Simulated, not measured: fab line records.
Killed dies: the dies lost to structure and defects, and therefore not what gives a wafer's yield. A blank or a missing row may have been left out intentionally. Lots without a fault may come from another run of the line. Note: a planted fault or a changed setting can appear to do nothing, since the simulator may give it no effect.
Which tool is to blame? + flow sky130 + 13 lots, 39 wafers sampled, at 4 steps of a route of 708

== WHAT EACH GAUGE READ, for each wafer ==
SKY_METAL5_THK_MEAS_06: measures by xrf.
| lot  | measured     | on            | METAL5_ALCU_THK (nm) |
|------|--------------|---------------|----------------------|
| L895 | day 43 02:25 | film-metro-01 | 1130 1128 1132       |
| L896 | day 43 06:47 | film-metro-01 | 1143 1133 1134       |
| L897 | day 43 10:16 | film-metro-02 | 1151 1146 1158       |
| L899 | day 44 00:17 | film-metro-02 | 1156 1151 1159       |
| L900 | day 44 06:26 | film-metro-01 | 1143 1144 1150       |
| L901 | day 44 13:29 | film-metro-02 | 1141 1134 1140       |
| L905 | day 45 10:37 | film-metro-01 | 1151 1159 1150       |
| L906 | day 45 20:52 | film-metro-02 | 1117 1121 1115       |
| L907 | day 46 03:22 | film-metro-02 | 1139 1148 1142       |
| L909 | day 46 13:58 | film-metro-01 | 1144 1157 1147       |
| L910 | day 46 21:56 | film-metro-03 | 1142 1148 1158       |
| L913 | day 47 16:18 | film-metro-03 | 1132 1147 1140       |
| L915 | day 47 22:23 | film-metro-01 | 1161 1165 1169       |

== WHICH TOOL RAN EACH LOT (tool, then ch and the chambers of the sampled wafers, then the start) ==
| lot  | SKY_POLY_GATE_ETCH_16              | SKY_VIA4_CVD_18               | SKY_METAL5_SPUTTER_02        |
|------|------------------------------------|-------------------------------|------------------------------|
| L895 | rie-diel-04 ch 2,3, day 16 13:20   | cvd-w-02 ch 0,1, day 43 01:32 | pvd-sputter-02, day 43 02:10 |
| L896 | rie-diel-03 ch 0,1,2, day 16 19:01 | cvd-w-02 ch 0,1, day 43 05:52 | pvd-sputter-01, day 43 06:33 |
| L897 | rie-diel-02 ch 0,1,2, day 17 01:08 | cvd-w-01 ch 1, day 43 09:20   | pvd-sputter-04, day 43 10:01 |
| L899 | rie-diel-04 ch 0,1,3, day 17 16:47 | cvd-w-01 ch 0,1, day 43 23:09 | pvd-sputter-01, day 44 00:03 |
| L900 | rie-diel-02 ch 1,2, day 18 01:35   | cvd-w-02 ch 1, day 44 05:30   | pvd-sputter-01, day 44 06:11 |
| L901 | rie-diel-04 ch 0,1,3, day 18 09:47 | cvd-w-01 ch 0,1, day 44 12:34 | pvd-sputter-01, day 44 13:14 |
| L905 | rie-diel-02 ch 1,2, day 19 16:46   | cvd-w-02 ch 0, day 45 09:36   | pvd-sputter-01, day 45 10:22 |
| L906 | rie-diel-04 ch 0,1, day 20 06:55   | cvd-w-02 ch 0,1, day 45 19:57 | pvd-sputter-01, day 45 20:38 |
| L907 | rie-diel-03 ch 0,1,2, day 20 18:05 | cvd-w-01 ch 0,1, day 46 01:49 | pvd-sputter-02, day 46 03:07 |
| L909 | rie-diel-02 ch 2,3, day 21 12:26   | cvd-w-02 ch 0,1, day 46 13:03 | pvd-sputter-01, day 46 13:44 |
| L910 | rie-diel-02 ch 1,2, day 21 15:47   | cvd-w-01 ch 0,1, day 46 21:01 | pvd-sputter-01, day 46 21:42 |
| L913 | rie-diel-04 ch 0,1, day 22 20:08   | cvd-w-01 ch 0,1, day 47 14:19 | pvd-sputter-01, day 47 16:03 |
| L915 | rie-diel-04 ch 1,3, day 23 11:29   | cvd-w-01 ch 0,1, day 47 21:27 | pvd-sputter-04, day 47 22:08 |
- SKY_POLY_GATE_ETCH_16: etches Si3N4 in CH3F/O2, stops on poly-Si, time 147.5 s, target depth 75 nm.
- SKY_VIA4_CVD_18: deposits W, target thk 505 nm, time 152.14 s.
- SKY_METAL5_SPUTTER_02: material AlCu, target thk 1150 nm, time 61.2 s.

== AS READ BY THE TOOLS THEMSELVES (means over the sampled wafers that have a number; for cases with no such wafer, the mark the record gives instead) ==
SKY_POLY_GATE_ETCH_16.
| lot  | tool        | ch3f-flow-sccm (sccm) | chamber-pressure-mTorr (mTorr) | drypump-motor-current-A (A) | oes-product-au (a.u.) | throttle-valve-pct (%) |
|------|-------------|-----------------------|--------------------------------|-----------------------------|-----------------------|------------------------|
| L895 | rie-diel-04 | 39.97                 | 25.001                         | 5.6                         | 0.644                 | 10.530                 |
| L896 | rie-diel-03 | 39.88                 | 24.968                         | 6.3                         | 0.636                 | 10.534                 |
| L897 | rie-diel-02 | 39.97                 | 24.995                         | 5.8                         | 0.633                 | 10.536                 |
| L899 | rie-diel-04 | 40.02                 | 25.004                         | 5.1                         | 0.634                 | 10.536                 |
| L900 | rie-diel-02 | 40.00                 | 24.991                         | 5.9                         | 0.642                 | 10.538                 |
| L901 | rie-diel-04 | 40.03                 | 24.985                         | 5.1                         | 0.640                 | 10.536                 |
| L905 | rie-diel-02 | 40.21                 | 25.002                         | 5.9                         | 0.641                 | 10.528                 |
| L906 | rie-diel-04 | 40.06                 | 25.011                         | 5.1                         | 0.637                 | 10.539                 |
| L907 | rie-diel-03 | 39.95                 | 25.005                         | 6.3                         | 0.639                 | 10.539                 |
| L909 | rie-diel-02 | 40.01                 | 24.997                         | 6.2                         | 0.636                 | 10.542                 |
| L910 | rie-diel-02 | 40.14                 | 25.007                         | 6.2                         | 0.640                 | 10.540                 |
| L913 | rie-diel-04 | 40.05                 | 24.999                         | 4.9                         | 0.638                 | 10.543                 |
| L915 | rie-diel-04 | 40.01                 | 25.013                         | 5.2                         | 0.639                 | 10.523                 |

SKY_VIA4_CVD_18.
| lot  | tool     | heater-power-w (W) |
|------|----------|--------------------|
| L895 | cvd-w-02 | 744                |
| L896 | cvd-w-02 | 728                |
| L897 | cvd-w-01 | 968                |
| L899 | cvd-w-01 | 877                |
| L900 | cvd-w-02 | 815                |
| L901 | cvd-w-01 | 912                |
| L905 | cvd-w-02 | 697                |
| L906 | cvd-w-02 | 736                |
| L907 | cvd-w-01 | 883                |
| L909 | cvd-w-02 | 739                |
| L910 | cvd-w-01 | 892                |
| L913 | cvd-w-01 | 882                |
| L915 | cvd-w-01 | 875                |

SKY_METAL5_SPUTTER_02.
| lot  | tool           | throttle-valve-pct (%) |
|------|----------------|------------------------|
| L895 | pvd-sputter-02 | 29.5                   |
| L896 | pvd-sputter-01 | 29.7                   |
| L897 | pvd-sputter-04 | 30.7                   |
| L899 | pvd-sputter-01 | 29.2                   |
| L900 | pvd-sputter-01 | 29.3                   |
| L901 | pvd-sputter-01 | 29.5                   |
| L905 | pvd-sputter-01 | 30.0                   |
| L906 | pvd-sputter-01 | 29.0                   |
| L907 | pvd-sputter-02 | 30.5                   |
| L909 | pvd-sputter-01 | 29.7                   |
| L910 | pvd-sputter-01 | 29.3                   |
| L913 | pvd-sputter-01 | 29.3                   |
| L915 | pvd-sputter-04 | 30.1                   |

== THE ANSWER, worked out from the rows above alone ==
Rule: the lots themselves supply what counts as usual. The widest of any qualifying gaps counts: lots, ordered by their means at a reading, are off when they make up no more than a third of the lots, leave a main group of 4 or more, and stand apart from it by 3 or more times the standard deviation of that group's means. The tables above print the reading to a certain number of digits; a main group whose means all agree to those digits is not used. A lot without any number at a reading at which 4 lots or more have one is off too. Any other lot the step has rows for is counted as sound. The gauges are gone through in route order, then the tools' own readings, and for those a lot's mean is taken as printed above. At the first step where some lot is off, the reading lying furthest off is the one used; lots without a number count as furthest.
None of the lots is off at any reading shown; this tells nothing.

== WHAT THE SIMULATOR PUT IN ==
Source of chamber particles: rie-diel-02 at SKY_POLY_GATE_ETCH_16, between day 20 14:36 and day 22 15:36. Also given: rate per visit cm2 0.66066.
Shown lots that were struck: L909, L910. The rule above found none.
